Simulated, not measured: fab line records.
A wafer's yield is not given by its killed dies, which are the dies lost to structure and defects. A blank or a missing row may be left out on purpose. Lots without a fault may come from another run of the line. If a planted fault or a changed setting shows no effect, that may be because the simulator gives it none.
fab line records -- flow sky130
record: lots: 12, wafers: 36, last-day: 51
route steps=708 shown VT_ADJUST_PCH@150 RES_XHIGH@340 LI_CONTACT@365
lots that met no fault: taken from a fault-free run of the same line
start-h: start of the lot's first displayed wafer, in hours after the record's first day -- wait-h: how many hours have passed since the lot's step before this one -- " same as the row above -- L1.1+2: several wafers, shown together as one row -- - either no value or no given start -- * or withheld: withheld -- < > ~ a bound
route shown NAME@n: a module of which the file shows steps, and the number in the route of the first -- usual: the fault-free wafers' mean and standard deviation -- same: alike in all rows -- chamber/n: place in a boat -- sites: the reading at each site -- _std_site: standard deviation of those values -- _edge_site: mean of outer sites minus mean of inner sites -- radius-mm: for every site, how far away it sits from the centre of the wafer -- mask NAME#n: copy n -- behind: the last tool/chamber to shape the wafer -- hold: why the lot was held/for how many hours/how that ended -- device: names the non-switching transistor (n, p or np) -- end of line: tests of these same wafers at the route's end -- for a step that has no rows: nothing shown but its recipe -- killed: the dies lost at the first sort to structure and to defects; this is not the yield of the wafer -- map: shows each die of a wafer: x if killed, . if not, _ if none is there
set.NAME: the setting that was run; set.NAME@STEP: the one run at that earlier step -- model.NAME: the simulator's own value behind a step, which no gauge read
the route's steps for a sample of lots (tables are steps, rows are wafers)
services: a tool's chamber out of use, with start hour (start-h, from the record's first day; less than 0 if before it), hours out, and reason
== steps ==
step: SKY_VT_ADJUST_PCH_OVL_MEAS_07
usual: VT_ADJUST_PCH_OVL: -0.3/1.4
lot.wafer,tool,chamber,start-h,wait-h,VT_ADJUST_PCH_OVL[nm]
L582.2,overlay-02,-,256.36,-,-3.8
L582.5,overlay-02,-,256.36,-,-3.4
L582.6,overlay-02,-,256.36,-,-3.2
L584.2,overlay-02,-,268.15,-,-0.9
L584.3,overlay-02,-,268.15,-,-2.4
L584.6,overlay-02,-,268.15,-,-1.9
L586.1,overlay-01,-,282.35,-,3.1
L586.2,overlay-01,-,282.35,-,2.0
L586.5,overlay-01,-,282.35,-,2.5
L587.1,overlay-01,-,290.10,-,-1.1
L587.4,overlay-01,-,290.10,-,-0.6
L587.5,overlay-01,-,290.10,-,-1.0
L588.1,overlay-02,-,297.85,-,-2.1
L588.3,overlay-02,-,297.85,-,-1.9
L588.6,overlay-02,-,297.85,-,-2.3
L589.2,overlay-01,-,300.75,-,0.7
L589.4,overlay-01,-,300.75,-,1.2
L589.6,overlay-01,-,300.75,-,0.1
L590.1,overlay-02,-,309.65,-,-0.7
L590.5,overlay-02,-,309.65,-,0.4
L590.6,overlay-02,-,309.65,-,-1.4
L591.4,overlay-01,-,315.17,-,-0.2
L591.5,overlay-01,-,315.17,-,0.0
L591.6,overlay-01,-,315.17,-,-0.5
L597.3,overlay-02,-,363.41,-,-1.9
L597.5,overlay-02,-,363.41,-,-2.9
L597.6,overlay-02,-,363.41,-,-2.1
L601.1,overlay-02,-,403.80,-,-0.1
L601.3,overlay-02,-,403.80,-,-0.9
L601.6,overlay-02,-,403.80,-,-1.4
L602.2,overlay-02,-,408.10,-,-0.3
L602.5,overlay-02,-,408.10,-,-1.1
L602.6,overlay-02,-,408.10,-,-0.8
L603.4,overlay-01,-,412.07,-,1.4
L603.5,overlay-01,-,412.07,-,2.2
L603.6,overlay-01,-,412.07,-,1.1
step: SKY_VT_ADJUST_PCH_IMPLANT_08
recipe: species: B, energy-kev: 10.06, dose-cm2: 5e+11, tilt-deg: withheld
usual: beam-on-s: 9.99/0.19
lot.wafer,tool,chamber,start-h,wait-h,beam-on-s
L582.2,implanter-01,0,256.41,0.0,9.96
L582.5,implanter-01,0,256.41,0.0,10.54
L582.6,implanter-01,0,256.41,0.0,9.82
L584.2,implanter-02,0,268.21,0.0,9.80
L584.3,implanter-02,0,268.21,0.0,10.05
L584.6,implanter-02,0,268.21,0.0,9.84
L586.1,implanter-03,0,282.38,0.0,10.16
L586.2,implanter-03,0,282.38,0.0,9.78
L586.5,implanter-03,0,282.38,0.0,9.56
L587.1,implanter-01,0,290.13,0.0,10.18
L587.4,implanter-01,0,290.13,0.0,10.07
L587.5,implanter-01,0,290.13,0.0,10.02
L588.1,implanter-01,0,297.89,0.0,9.57
L588.3,implanter-01,0,297.89,0.0,9.65
L588.6,implanter-01,0,297.89,0.0,9.73
L589.2,implanter-01,0,300.81,0.0,9.81
L589.4,implanter-01,0,300.81,0.0,9.80
L589.6,implanter-01,0,300.81,0.0,9.93
L590.1,implanter-03,0,309.68,0.0,10.22
L590.5,implanter-03,0,309.68,0.0,9.83
L590.6,implanter-03,0,309.68,0.0,9.87
L591.4,implanter-03,0,315.26,0.1,10.18
L591.5,implanter-03,0,315.26,0.1,9.69
L591.6,implanter-03,0,315.26,0.1,10.04
L591.4,implanter-03,0,315.58,0.3,10.19
L591.5,implanter-03,0,315.58,0.3,9.90
L591.6,implanter-03,0,315.58,0.3,9.90
L597.3,implanter-01,0,363.48,0.1,10.02
L597.5,implanter-01,0,363.48,0.1,9.92
L597.6,implanter-01,0,363.48,0.1,10.31
L597.3,implanter-01,0,363.80,0.3,10.06
L597.5,implanter-01,0,363.80,0.3,10.03
L597.6,implanter-01,0,363.80,0.3,9.60
L601.1,implanter-01,0,403.83,0.0,10.17
L601.3,implanter-01,0,403.83,0.0,10.24
L601.6,implanter-01,0,403.83,0.0,10.12
L602.2,implanter-03,0,408.16,0.0,10.18
L602.5,implanter-03,0,408.16,0.0,10.08
L602.6,implanter-03,0,408.16,0.0,10.01
L603.4,implanter-01,0,412.16,0.1,9.86
L603.5,implanter-01,0,412.16,0.1,9.83
L603.6,implanter-01,0,412.16,0.1,10.01
step: SKY_VT_ADJUST_PCH_TW_MEAS_10
usual: VT_ADJUST_PCH_TW: 143.6/1.4
lot.wafer,tool,chamber,start-h,wait-h,VT_ADJUST_PCH_TW
L582.2,film-metro-04,-,256.65,0.1,142.8
L582.5,film-metro-04,-,256.65,0.1,143.0
L582.6,film-metro-04,-,256.65,0.1,143.4
L584.2,film-metro-02,-,268.44,0.1,143.9
L584.3,film-metro-02,-,268.44,0.1,144.3
L584.6,film-metro-02,-,268.44,0.1,143.7
L586.1,film-metro-04,-,282.63,0.1,143.4
L586.2,film-metro-04,-,282.63,0.1,142.5
L586.5,film-metro-04,-,282.63,0.1,144.1
L587.1,film-metro-03,-,290.38,0.1,141.4
L587.4,film-metro-03,-,290.38,0.1,141.5
L587.5,film-metro-03,-,290.38,0.1,140.5
L588.1,film-metro-03,-,298.14,0.1,140.4
L588.3,film-metro-03,-,298.14,0.1,140.2
L588.6,film-metro-03,-,298.14,0.1,141.0
L589.2,film-metro-02,-,301.04,0.1,144.7
L589.4,film-metro-02,-,301.04,0.1,143.6
L589.6,film-metro-02,-,301.04,0.1,143.9
L590.1,film-metro-02,-,309.93,0.1,144.9
L590.5,film-metro-02,-,309.93,0.1,144.0
L590.6,film-metro-02,-,309.93,0.1,144.0
L591.4,film-metro-04,-,315.78,0.1,172.4
L591.5,film-metro-04,-,315.78,0.1,171.4
L591.6,film-metro-04,-,315.78,0.1,173.3
L597.3,film-metro-04,-,364.02,0.1,173.3
L597.5,film-metro-04,-,364.02,0.1,172.9
L597.6,film-metro-04,-,364.02,0.1,174.4
L601.1,film-metro-04,-,404.08,0.1,145.5
L601.3,film-metro-04,-,404.08,0.1,143.6
L601.6,film-metro-04,-,404.08,0.1,144.6
L602.2,film-metro-04,-,408.39,0.1,143.9
L602.5,film-metro-04,-,408.39,0.1,143.2
L602.6,film-metro-04,-,408.39,0.1,144.5
L603.4,film-metro-02,-,412.36,0.1,144.4
L603.5,film-metro-02,-,412.36,0.1,143.9
L603.6,film-metro-02,-,412.36,0.1,144.6
step: SKY_RES_XHIGH_STRIP_08
recipe: chemistry: O2/N2, power-w: 1400, pressure-mtorr: 1500, platen-temp-c: withheld, o2-flow-sccm: 3000, n2-flow-sccm: 300, overash-fraction: 0.5
usual: drypump-motor-current-A: 5.6/0.32, oes-product-au: 0.712/0.0042, strip-time-to-endpoint-s: 14.25/0.041
lot.wafer,tool,chamber,start-h,wait-h,drypump-motor-current-A,oes-product-au,rf-hours-counter-h,strip-time-to-endpoint-s
L582.2,plasma-asher-04,1,660.93,0.1,5.6,0.720,23,14.28
L582.5,plasma-asher-04,1,660.93,0.1,5.7,0.720,-,14.23
L582.6,plasma-asher-04,0,660.93,0.1,6.2,0.715,-,14.21
L584.2,plasma-asher-04,1,671.65,0.1,5.7,0.712,24,14.22
L584.3,plasma-asher-04,0,671.65,0.1,6.2,0.706,-,14.27
L584.6,plasma-asher-04,0,671.65,0.1,6.1,0.713,-,14.26
L586.1,plasma-asher-01,1,690.30,0.1,5.7,0.715,100,14.22
L586.2,plasma-asher-01,0,690.30,0.1,5.0,0.702,100,14.20
L586.5,plasma-asher-01,1,690.30,0.1,5.7,0.713,-,14.23
L587.1,plasma-asher-03,0,698.20,0.1,5.7,0.717,88,14.23
L587.4,plasma-asher-03,0,698.20,0.1,5.7,0.711,-,14.26
L587.5,plasma-asher-03,1,698.20,0.1,5.6,0.707,-,14.25
L588.1,plasma-asher-03,0,701.18,0.1,5.7,0.711,88,14.22
L588.3,plasma-asher-03,0,701.18,0.1,5.7,0.713,-,14.27
L588.6,plasma-asher-03,0,701.18,0.1,5.7,0.702,-,14.24
L589.2,plasma-asher-03,1,704.45,0.1,5.6,0.710,89,14.30
L589.4,plasma-asher-03,1,704.45,0.1,5.6,0.707,-,14.25
L589.6,plasma-asher-03,1,704.45,0.1,5.6,0.703,-,14.27
L590.1,plasma-asher-03,1,713.83,0.1,5.6,0.716,90,14.22
L590.5,plasma-asher-03,1,713.83,0.1,5.6,0.712,-,14.24
L590.6,plasma-asher-03,0,713.83,0.1,5.7,0.709,-,14.21
L591.4,plasma-asher-03,1,722.91,0.1,5.6,0.714,-,14.22
L591.5,plasma-asher-03,1,722.91,0.1,5.6,0.717,-,14.25
L591.6,plasma-asher-03,0,722.91,0.1,5.7,0.714,-,14.22
L597.3,plasma-asher-04,1,770.06,0.1,5.7,0.711,-,14.30
L597.5,plasma-asher-04,0,770.06,0.1,6.2,0.710,-,14.31
L597.6,plasma-asher-04,1,770.06,0.1,5.7,0.718,-,14.28
L601.1,plasma-asher-04,1,805.65,0.1,5.7,0.710,36,14.30
L601.3,plasma-asher-04,1,805.65,0.1,5.7,0.711,-,14.30
L601.6,plasma-asher-04,0,805.65,0.1,6.2,0.711,-,14.27
L602.2,plasma-asher-01,1,807.60,0.1,5.7,0.712,7,14.14
L602.5,plasma-asher-01,0,807.60,0.1,5.0,0.708,-,14.18
L602.6,plasma-asher-01,1,807.60,0.1,5.7,0.718,-,14.14
L603.4,plasma-asher-01,0,813.43,0.1,5.0,0.709,-,14.25
L603.5,plasma-asher-01,1,813.43,0.1,5.7,0.714,-,14.20
L603.6,plasma-asher-01,0,813.43,0.1,5.0,0.711,-,14.25
step: SKY_LI_CONTACT_BOW_MEAS_03
recipe: mode: bow
usual: LI_CONTACT_BOW: 55/6.5
lot.wafer,tool,chamber,start-h,wait-h,LI_CONTACT_BOW[um]
L582.2,film-metro-04,-,691.25,0.2,55
L582.5,film-metro-04,-,691.25,0.2,68
L582.6,film-metro-04,-,691.25,0.2,61
L584.2,film-metro-03,-,701.83,0.2,58
L584.3,film-metro-03,-,701.83,0.2,43
L584.6,film-metro-03,-,701.83,0.2,51
L586.1,film-metro-04,-,719.26,0.1,55
L586.2,film-metro-04,-,719.26,0.1,67
L586.5,film-metro-04,-,719.26,0.1,62
L587.1,film-metro-03,-,727.43,0.1,67
L587.4,film-metro-03,-,727.43,0.1,58
L587.5,film-metro-03,-,727.43,0.1,56
L588.1,film-metro-02,-,731.14,0.1,55
L588.3,film-metro-02,-,731.14,0.1,50
L588.6,film-metro-02,-,731.14,0.1,52
L589.2,film-metro-03,-,733.60,0.2,47
L589.4,film-metro-03,-,733.60,0.2,41
L589.6,film-metro-03,-,733.60,0.2,58
L590.1,film-metro-04,-,743.92,0.1,56
L590.5,film-metro-04,-,743.92,0.1,56
L590.6,film-metro-04,-,743.92,0.1,63
L591.4,film-metro-02,-,752.57,0.3,53
L591.5,film-metro-02,-,752.57,0.3,47
L591.6,film-metro-02,-,752.57,0.3,48
L597.3,film-metro-03,-,799.17,0.2,52
L597.5,film-metro-03,-,799.17,0.2,48
L597.6,film-metro-03,-,799.17,0.2,51
L601.1,film-metro-03,-,833.66,0.2,45
L601.3,film-metro-03,-,833.66,0.2,57
L601.6,film-metro-03,-,833.66,0.2,60
L602.2,film-metro-02,-,836.18,0.2,66
L602.5,film-metro-02,-,836.18,0.2,55
L602.6,film-metro-02,-,836.18,0.2,55
L603.4,film-metro-03,-,841.44,0.3,50
L603.5,film-metro-03,-,841.44,0.3,67
L603.6,film-metro-03,-,841.44,0.3,44
== services ==
tool,chamber,start-h,hours,kind
implanter-03,-,243.46,0.7,repair
plasma-asher-01,-,247.29,0.4,repair
plasma-asher-03,-,250.99,3.5,repair
implanter-03,-,255.02,3.5,repair
implanter-03,-,267.63,3.1,repair
implanter-01,-,290.38,4.5,repair
implanter-01,-,306.59,4.3,pm
implanter-01,-,369.62,4.0,pm
implanter-03,-,382.02,4.3,repair
implanter-03,-,386.29,3.3,pm
implanter-03,-,399.62,3.4,repair
plasma-asher-04,-,420.62,2.8,pm
plasma-asher-04,-,423.37,9.0,pm
implanter-03,-,435.14,2.1,repair
implanter-03,-,466.76,1.3,repair
plasma-asher-01,-,489.92,2.8,repair
implanter-03,-,547.16,1.5,repair
implanter-03,-,552.96,5.4,pm
plasma-asher-04,-,611.18,10.0,pm
plasma-asher-01,-,613.28,2.8,pm
plasma-asher-03,-,659.71,3.3,repair
plasma-asher-01,-,708.97,1.2,repair
plasma-asher-04,-,749.94,14.6,pm
implanter-01,-,794.53,4.6,pm
== key ==
first-sign: step: SKY_VT_ADJUST_PCH_IMPLANT_08, reading: visit, direction: added
effect: step: SKY_VT_ADJUST_PCH_TW_MEAS_10, reading: VT_ADJUST_PCH_TW, direction: up, sigmas: 22, usual: 143.6, struck: 173.0
met-at SKY_VT_ADJUST_PCH_IMPLANT_08
struck-lots L591,L597
tester-left-out L591,L597
not-acting-at SKY_VT_ADJUST_PCH_OVL_MEAS_07,SKY_RES_XHIGH_STRIP_08,SKY_LI_CONTACT_BOW_MEAS_03
fault: kind: repeated-step-whole, tool: implanter-01,implanter-02,implanter-03, chamber: -, onset-h: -, steps: SKY_VT_ADJUST_PCH_IMPLANT_08, times: 1, scope: struck-lots-only
tester-left-out: of these lots the tester's yield and bins aren't shown, on N5 and GAA mostly nor the transistor test; their killed dies are dies lost to structure and defects alone, not to doping, threshold or leakage, so they don't give the yield
